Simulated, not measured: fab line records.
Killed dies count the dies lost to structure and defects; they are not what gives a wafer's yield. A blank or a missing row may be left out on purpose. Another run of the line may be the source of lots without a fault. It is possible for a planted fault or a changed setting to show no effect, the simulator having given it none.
Problem report in the 8D (eight disciplines) form, filled by code :: flow gf180mcu :: the parts of the form that need people (team, actions taken, sign-off) are left out

## 1. WHAT WENT WRONG
Mean of strip-time-to-endpoint-s at GF_VT_IMPLANT_STRIP_31: 12.36 s across 6 wafers in 2 lots; on wafers with no fault it is 12.63 s (standard deviation 0.037). That is -7.4 standard deviations from the usual mean.
The step: strips in O2/N2.
Seen first at day 11 12:36 on plasma-asher-04, wafer L301.2. At this step, 36 wafers from 12 lots have a number in the record. By rule, "out" or "out of limits" means more than 4 standard deviations away from the usual mean. The rest of the wafers with a number are treated as sound.

## 2. WHAT IT IS, AND WHAT IT ISN'T
question: which readings at this step
is: strip-time-to-endpoint-s
is not: chamber-pressure-mTorr, drypump-motor-current-A, heater-power-w

question: which lots
is: L301, L303
is not: L284, L285, L286, L289, L290, L293, L296, L297, L298, L299

question: which wafers of those lots
is: all that have a number
is not: -

question: read on which tools
is: plasma-asher-02, plasma-asher-04
is not: plasma-asher-01

question: when
is: from day 11 12:36
is not: up to then (30 sound wafers)

## 3. THE SUSPECTS, EACH WITH WHAT RULES IT OUT
Counting: any tool at a process step up to the reading is kept as a suspect provided that every lot that is out went through it and no sound lot did after the first of them.
- litho-track-01 at GF_VT_IMPLANT_COAT_24 (resist thk 1000 nm): kept. It ran every lot that is out, first L301 (day 11 02:46), and no sound lot after that; its last sound lot up to then is L298 (day 10 05:34).
After counting, what remains is litho-track-01 at GF_VT_IMPLANT_COAT_24.

## 4. THE CAUSE (what the simulator had put in)
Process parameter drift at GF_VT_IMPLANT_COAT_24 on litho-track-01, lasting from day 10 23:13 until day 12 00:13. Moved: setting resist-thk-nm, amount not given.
This tool alone remained once counting was done.

## 5. THE EFFECT CHAIN, in route order
One row per reading whose mean, taken over the struck wafers that have a number, lies over 3 standard deviations from the usual. Readings are gone through only where the record gives a usual standard deviation; hours: the median, over the lots, of the time from a lot's start at the first step in this table giving one to that lot's start at this step; sigmas: the change measured in usual standard deviations.
hours: 0
step: GF_VT_IMPLANT_STRIP_31
reading: strip-time-to-endpoint-s
usual: 12.63 s
on struck wafers: 12.36
change: -0.27
sigmas: -7.4
Here are the process steps it includes:
- GF_VT_IMPLANT_STRIP_31: strips in O2/N2.
Later measuring or inspecting steps at which every struck wafer that the step has a row for has a number for every such reading, and none has moved that far: GF_VT_IMPLANT_OVL_MEAS_40.

## 6. WHAT WOULD HAVE CAUGHT IT SOONER
In this record no reading fell out of limits until day 11 12:36, 13 hours after the fault had begun at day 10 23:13.
Of the lots that are out (2), L303 began GF_VT_IMPLANT_COAT_24 on litho-track-01 after day 11 12:36. Holding the tool at that time would have saved it.
